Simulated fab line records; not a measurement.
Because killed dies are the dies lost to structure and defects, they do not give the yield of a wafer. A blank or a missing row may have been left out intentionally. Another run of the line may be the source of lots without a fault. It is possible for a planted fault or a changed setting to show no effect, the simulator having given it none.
fab line records ; flow sky130
record lots=14; wafers=42; last-day=50
route steps=708 shown VIA1@474 METAL2@495
lots untouched by any fault: they come from a run of this same line in which no faults occurred
start-h: start of the lot's first displayed wafer, in hours after the record's first day ; wait-h: hours since the lot's step before ; " same as the row above ; L1.1+2: a row that stands for several wafers ; - no value, or no start was given ; * or withheld: withheld ; < > ~ a bound
route shown NAME@n: names a module that has steps shown in the file, with the first one's number in the route ; usual: mean/standard deviation taken from wafers without a fault ; same: alike in all rows ; chamber/n: place in a boat ; sites: readings site by site ; _std_site: standard deviation of those values ; _edge_site: mean of outer sites minus mean of inner sites ; radius-mm: how far each site lies from the wafer's centre ; mask NAME#n: copy n ; behind: the tool/chamber that last shaped the wafer ; hold: reason for holding the lot/hours on hold/outcome of the hold ; device: the transistor (n, p or np) that didn't switch ; end of line: the tests these same wafers got at the end of their route ; step lacking rows: just its recipe ; killed: dies lost to structure and defects at the first sort, not the wafer's yield ; map: the dies of a wafer, with x for killed, . for not killed, _ for no die there
set.NAME: the run value of the setting; set.NAME@STEP: its run value at that earlier step ; model.NAME: the simulator's own value behind a step, which no gauge read
route steps across a sampled set of lots; one table per step, one row per wafer
services: from which hour (start-h, from the record's first day; less than 0 if before it) a tool's chamber was out of use, for how many hours, and why
## steps
# step SKY_VIA1_STRIP_16
# recipe chemistry=O2/N2; power-w=1400; pressure-mtorr=1500; platen-temp-c=withheld; o2-flow-sccm=3000; n2-flow-sccm=300; overash-fraction=0.5
# usual drypump-motor-current-A=5.7/0.44; n2-flow-sccm=300.1/0.92; oes-product-au=0.416/0.0052; strip-time-to-endpoint-s=4.454/0.022
lot.wafer;tool;chamber;start-h;wait-h;drypump-motor-current-A;n2-flow-sccm;oes-product-au;rf-hours-counter-h;strip-time-to-endpoint-s
L426.1;plasma-asher-04;1;803.26;0.0;6.1;300.4;0.415;6;4.469
L426.3;plasma-asher-04;0;803.26;0.0;6.1;298.0;0.412;-;4.488
L426.6;plasma-asher-04;0;803.26;0.0;6.1;299.1;0.415;-;4.474
L427.2;plasma-asher-02;1;805.06;0.0;4.9;298.4;0.413;39;4.489
L427.5;plasma-asher-02;1;805.06;0.0;4.9;300.1;0.415;-;4.463
L427.6;plasma-asher-02;0;805.06;0.0;5.9;299.6;0.417;-;4.461
L429.3;plasma-asher-02;0;821.15;0.1;5.9;298.8;0.424;-;4.464
L429.5;plasma-asher-02;1;821.15;0.1;4.9;301.5;0.409;-;4.447
L429.6;plasma-asher-02;0;821.15;0.1;5.8;300.0;0.415;-;4.408
L431.1;plasma-asher-02;1;838.81;0.0;4.9;300.5;0.422;43;4.451
L431.3;plasma-asher-02;0;838.81;0.0;5.8;299.2;0.412;-;4.431
L431.5;plasma-asher-02;1;838.81;0.0;4.9;299.3;0.403;-;4.459
L434.2;plasma-asher-02;0;861.56;0.0;5.8;299.1;0.426;45;4.480
L434.3;plasma-asher-02;1;861.56;0.0;4.9;299.8;0.419;-;4.491
L434.6;plasma-asher-02;0;861.56;0.0;5.9;300.7;0.417;-;4.470
L435.2;plasma-asher-04;0;867.33;0.0;6.1;301.1;0.417;11;4.427
L435.5;plasma-asher-04;0;867.33;0.0;6.1;301.7;0.421;-;4.452
L435.6;plasma-asher-04;1;867.33;0.0;6.0;299.2;0.420;-;4.425
L441.1;plasma-asher-03;0;917.96;0.0;5.6;298.4;0.418;107;4.439
L441.2;plasma-asher-03;1;917.96;0.0;6.0;300.7;0.428;107;4.488
L441.5;plasma-asher-03;0;917.96;0.0;5.6;299.8;0.413;-;4.461
L442.1;plasma-asher-02;0;923.36;0.0;5.9;300.0;0.418;52;4.481
L442.4;plasma-asher-02;0;923.36;0.0;5.9;300.1;0.411;-;4.462
L442.5;plasma-asher-02;0;923.36;0.0;5.8;299.7;0.414;-;4.463
L444.1;plasma-asher-04;1;937.06;0.0;6.0;301.6;0.416;18;4.433
L444.3;plasma-asher-04;1;937.06;0.0;6.0;300.2;0.413;-;4.491
L444.5;plasma-asher-04;1;937.06;0.0;6.0;300.7;0.420;-;4.461
L445.3;plasma-asher-03;0;941.89;0.1;5.6;300.3;0.414;-;4.420
L445.4;plasma-asher-03;1;941.89;0.1;5.9;298.8;0.417;-;4.455
L445.6;plasma-asher-03;1;941.89;0.1;6.0;300.8;0.409;-;4.458
L446.1;plasma-asher-03;1;949.06;0.0;5.9;299.9;0.412;111;4.443
L446.2;plasma-asher-03;0;949.06;0.0;5.6;299.0;0.425;111;4.444
L446.6;plasma-asher-03;1;949.06;0.0;5.9;300.3;0.412;-;4.425
L447.2;plasma-asher-02;0;957.71;0.0;5.9;299.3;0.422;55;4.450
L447.4;plasma-asher-02;0;957.71;0.0;5.8;300.1;0.410;-;4.435
L447.6;plasma-asher-02;0;957.71;0.0;5.9;298.8;0.413;-;4.438
L448.1;plasma-asher-03;1;965.46;0.0;6.0;300.3;0.409;112;4.441
L448.4;plasma-asher-03;0;965.46;0.0;5.6;297.5;0.406;-;4.427
L448.6;plasma-asher-03;1;965.46;0.0;6.0;301.3;0.413;-;4.403
L449.1;plasma-asher-03;0;969.91;0.0;5.6;299.9;0.411;113;4.442
L449.2;plasma-asher-03;1;969.91;0.0;6.0;302.2;0.417;113;4.418
L449.6;plasma-asher-03;0;969.91;0.0;5.5;299.9;0.405;-;4.454
# step SKY_VIA1_CMP_24
# recipe stop-on=SiO2; t-overpolish-s=15; down-force-psi=3.5; platen-rpm=60; target-thk-nm=0; pad-velocity-m-s=0.94248
# usual motor-current-A=11.2/1.4; overpolish-run-s=15.000/0.0096; time-to-endpoint-s=67.1/2.9
lot.wafer;tool;chamber;start-h;wait-h;motor-current-A;overpolish-run-s;time-to-endpoint-s
L426.3;cmp-02;3;804.24;0.1;11.6;14.996;68.5
L426.1;cmp-02;1;804.24;0.1;9.5;15.005;68.1
L426.6;cmp-02;2;804.24;0.1;9.6;15.003;70.7
L427.2;cmp-01;0;806.20;0.2;12.4;15.004;69.3
L427.5;cmp-01;1;806.20;0.2;11.0;14.987;67.0
L427.6;cmp-01;2;806.20;0.2;12.9;14.999;74.7
L429.3;cmp-01;3;822.09;0.1;12.1;14.990;69.6
L429.6;cmp-01;2;822.09;0.1;12.9;15.009;71.6
L429.5;cmp-01;3;822.09;0.1;12.4;14.990;68.2
L431.1;cmp-01;2;839.82;0.1;12.6;14.991;66.8
L431.3;cmp-01;0;839.82;0.1;12.5;15.002;61.3
L431.5;cmp-01;1;839.82;0.1;11.1;15.013;64.1
L434.3;cmp-02;0;862.58;0.1;9.4;14.988;69.6
L434.2;cmp-02;1;862.58;0.1;9.9;15.015;67.4
L434.6;cmp-02;2;862.58;0.1;9.1;14.999;71.7
L435.2;cmp-01;1;868.28;0.0;11.8;15.002;67.3
L435.5;cmp-01;1;868.28;0.0;12.1;14.994;67.5
L435.6;cmp-01;2;868.28;0.0;11.9;14.995;71.5
L441.2;cmp-01;0;919.03;0.1;12.4;14.999;66.2
L441.1;cmp-01;1;919.03;0.1;11.8;14.979;65.0
L441.5;cmp-01;2;919.03;0.1;13.1;14.990;69.7
L442.1;cmp-01;2;924.29;0.1;12.1;15.002;70.2
L442.4;cmp-01;3;924.29;0.1;12.1;15.001;64.6
L442.5;cmp-01;2;924.29;0.1;12.3;15.004;74.1
L444.3;cmp-02;2;938.08;0.1;9.2;14.998;70.3
L444.1;cmp-02;0;938.08;0.1;8.4;14.989;67.0
L444.5;cmp-02;1;938.08;0.1;10.0;15.003;65.9
L445.3;cmp-01;2;942.88;0.0;12.9;15.018;68.0
L445.4;cmp-01;0;942.88;0.0;12.4;14.991;64.5
L445.6;cmp-01;2;942.88;0.0;12.7;14.988;70.6
L446.1;cmp-02;0;950.02;0.1;8.6;14.985;66.8
L446.2;cmp-02;3;950.02;0.1;11.0;14.984;67.0
L446.6;cmp-02;0;950.02;0.1;8.9;15.012;67.6
L447.2;cmp-02;3;958.77;0.0;11.6;15.010;62.7
L447.4;cmp-02;0;958.77;0.0;8.9;15.000;67.1
L447.6;cmp-02;3;958.77;0.0;11.6;14.995;66.9
L448.4;cmp-02;1;966.43;0.0;9.7;15.007;63.3
L448.1;cmp-02;0;966.43;0.0;8.8;14.998;69.0
L448.6;cmp-02;1;966.43;0.0;9.9;14.996;65.5
L449.2;cmp-02;2;971.21;0.4;9.5;15.012;68.3
L449.1;cmp-02;0;971.21;0.4;9.5;14.990;67.9
L449.6;cmp-02;2;971.21;0.4;9.6;15.008;69.7
# step SKY_METAL2_EXPOSE_12
# recipe mask-id=MM2; na=0.8; source-shape=annular; sigma-inner=0.55; sigma-outer=0.85; target-cd-nm=140; dose-mj=28
# usual exposure-dose-mJ-cm2=28.000/0.029; focus-offset-nm=0.0/0.57
lot.wafer;tool;chamber;start-h;wait-h;mask;exposure-dose-mJ-cm2;focus-offset-nm
L426.1;krf-scanner-02;0;817.60;-;MM2#0;28.023;-0.2
L426.3;krf-scanner-02;0;817.60;-;MM2#0;27.990;-0.6
L426.6;krf-scanner-02;0;817.60;-;MM2#0;28.023;-0.2
L427.2;krf-scanner-01;0;820.16;-;MM2#0;27.968;-0.7
L427.5;krf-scanner-01;0;820.16;-;MM2#0;27.965;-0.3
L427.6;krf-scanner-01;0;820.16;-;MM2#0;27.960;0.2
L429.3;krf-scanner-02;0;835.65;-;MM2#0;27.971;-0.4
L429.5;krf-scanner-02;0;835.65;-;MM2#0;27.966;0.3
L429.6;krf-scanner-02;0;835.65;-;MM2#0;27.970;0.3
L431.1;krf-scanner-02;0;853.60;-;MM2#0;27.952;-0.4
L431.3;krf-scanner-02;0;853.60;-;MM2#0;28.005;-0.1
L431.5;krf-scanner-02;0;853.60;-;MM2#0;28.010;0.3
L434.2;krf-scanner-02;0;876.27;-;MM2#0;27.993;-0.7
L434.3;krf-scanner-02;0;876.27;-;MM2#0;28.025;0.1
L434.6;krf-scanner-02;0;876.27;-;MM2#0;27.975;-0.1
L435.2;krf-scanner-02;0;882.74;-;MM2#0;27.981;0.7
L435.5;krf-scanner-02;0;882.74;-;MM2#0;27.982;0.0
L435.6;krf-scanner-02;0;882.74;-;MM2#0;28.000;1.1
L441.1;krf-scanner-02;-;932.58;-;MM2#0;-;-
L441.2;krf-scanner-02;-;932.58;-;MM2#0;-;-
L441.5;krf-scanner-02;-;932.58;-;MM2#0;-;-
L442.1;krf-scanner-01;-;938.69;-;MM2#0;-;-
L442.4;krf-scanner-01;-;938.69;-;MM2#0;-;-
L442.5;krf-scanner-01;-;938.69;-;MM2#0;-;-
L444.1;krf-scanner-01;0;950.63;-;MM2#0;28.005;-0.9
L444.3;krf-scanner-01;0;950.63;-;MM2#0;28.032;-0.9
L444.5;krf-scanner-01;0;950.63;-;MM2#0;27.997;-0.3
L445.3;krf-scanner-01;0;955.95;-;MM2#0;28.014;-0.8
L445.4;krf-scanner-01;0;955.95;-;MM2#0;27.983;-1.4
L445.6;krf-scanner-01;0;955.95;-;MM2#0;27.981;-0.8
L446.1;krf-scanner-02;0;964.44;-;MM2#0;28.024;-0.6
L446.2;krf-scanner-02;0;964.44;-;MM2#0;27.985;-0.3
L446.6;krf-scanner-02;0;964.44;-;MM2#0;27.993;0.0
L447.2;krf-scanner-01;0;971.41;-;MM2#0;27.996;-0.5
L447.4;krf-scanner-01;0;971.41;-;MM2#0;28.053;-0.5
L447.6;krf-scanner-01;0;971.41;-;MM2#0;28.010;-0.1
L448.1;krf-scanner-02;0;978.88;-;MM2#0;28.039;-0.4
L448.4;krf-scanner-02;0;978.88;-;MM2#0;28.008;0.3
L448.6;krf-scanner-02;0;978.88;-;MM2#0;28.009;0.2
L449.1;krf-scanner-02;0;983.82;-;MM2#0;28.030;0.3
L449.2;krf-scanner-02;0;983.82;-;MM2#0;28.016;0.7
L449.6;krf-scanner-02;0;983.82;-;MM2#0;28.082;-0.1
# step SKY_METAL2_CD_MEAS_15
# recipe target-cd-nm=140
# usual cd-nm=140.2/1.3
lot.wafer;tool;chamber;start-h;wait-h;cd-nm
L426.1;cd-sem-02;-;830.87;-;138.3
L426.3;cd-sem-02;-;830.87;-;140.0
L426.6;cd-sem-02;-;830.87;-;138.1
L427.2;cd-sem-02;-;833.08;-;138.8
L427.5;cd-sem-02;-;833.08;-;140.8
L427.6;cd-sem-02;-;833.08;-;138.2
L429.3;cd-sem-01;-;848.49;-;142.3
L429.5;cd-sem-01;-;848.49;-;141.9
L429.6;cd-sem-01;-;848.49;-;142.0
L431.1;cd-sem-01;-;865.40;-;139.7
L431.3;cd-sem-01;-;865.40;-;140.1
L431.5;cd-sem-01;-;865.40;-;140.8
L434.2;cd-sem-01;-;889.19;-;140.0
L434.3;cd-sem-01;-;889.19;-;139.8
L434.6;cd-sem-01;-;889.19;-;141.2
L435.2;cd-sem-01;-;895.17;-;143.1
L435.5;cd-sem-01;-;895.17;-;142.6
L435.6;cd-sem-01;-;895.17;-;140.2
L441.1;cd-sem-01;-;944.92;-;-
L441.2;cd-sem-01;-;944.92;-;-
L441.5;cd-sem-01;-;944.92;-;-
L442.1;cd-sem-01;-;950.47;-;-
L442.4;cd-sem-01;-;950.47;-;-
L442.5;cd-sem-01;-;950.47;-;-
L444.1;cd-sem-01;-;963.90;-;140.3
L444.3;cd-sem-01;-;963.90;-;141.0
L444.5;cd-sem-01;-;963.90;-;139.6
L445.3;cd-sem-01;-;968.36;-;138.0
L445.4;cd-sem-01;-;968.36;-;139.4
L445.6;cd-sem-01;-;968.36;-;139.4
L446.1;cd-sem-01;-;975.82;-;139.9
L446.2;cd-sem-01;-;975.82;-;139.5
L446.6;cd-sem-01;-;975.82;-;139.5
L447.2;cd-sem-01;-;983.02;-;140.9
L447.4;cd-sem-01;-;983.02;-;141.3
L447.6;cd-sem-01;-;983.02;-;141.3
L448.1;cd-sem-02;-;991.47;-;140.8
L448.4;cd-sem-02;-;991.47;-;139.5
L448.6;cd-sem-02;-;991.47;-;141.7
L449.1;cd-sem-01;-;995.35;-;139.1
L449.2;cd-sem-01;-;995.35;-;140.6
L449.6;cd-sem-01;-;995.35;-;139.4
## services
tool;chamber;start-h;hours;kind
krf-scanner-02;-;798.12;0.9;repair
cmp-02;-;818.82;0.6;repair
krf-scanner-01;-;820.93;1.0;pm
krf-scanner-01;-;825.73;0.2;repair
plasma-asher-04;-;828.24;15.9;repair
cmp-01;-;828.66;0.9;repair
krf-scanner-01;-;829.45;18.9;repair
plasma-asher-03;-;829.52;4.3;pm
cmp-01;-;833.51;5.5;pm
krf-scanner-02;-;834.77;0.8;repair
plasma-asher-02;-;838.92;0.4;repair
krf-scanner-02;-;848.48;0.8;pm
krf-scanner-01;-;849.25;0.8;pm
krf-scanner-01;-;850.00;1.3;pm
krf-scanner-02;-;858.10;1.0;pm
krf-scanner-02;-;864.08;1.3;pm
cmp-02;-;869.22;4.9;pm
krf-scanner-01;-;870.84;4.0;pm
cmp-02;-;912.02;4.0;pm
cmp-02;-;926.66;1.1;repair
plasma-asher-02;-;930.86;1.9;repair
cmp-02;-;950.96;6.9;pm
cmp-01;-;969.91;3.4;repair
plasma-asher-04;-;973.40;1.5;repair
## key
first-sign step=SKY_METAL2_EXPOSE_12; reading=tool-record; direction=missing
effect none on later readings
met-at SKY_METAL2_EXPOSE_12
struck-lots L441,L442
later-rows-left-out L441.1,L441.2,L441.5,L442.1,L442.4,L442.5
sort-left-out L441.1,L441.2,L441.5,L442.1,L442.4,L442.5
not-acting-at SKY_VIA1_STRIP_16,SKY_VIA1_CMP_24,SKY_METAL2_CD_MEAS_15
onset-between 882.74 932.58
fault kind=skipped-step-whole; tool=krf-scanner-01,krf-scanner-02; chamber=-; onset-h=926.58; steps=SKY_METAL2_EXPOSE_12; scope=struck-lots-only
# sort-left-out: the simulated sort isn't trusted on such a fault, so these wafers' sort isn't shown, and their yield isn't known
# later-rows-left-out: the simulator's readings of these wafers behind a module that went badly wrong aren't trusted and aren't shown, but for the sort
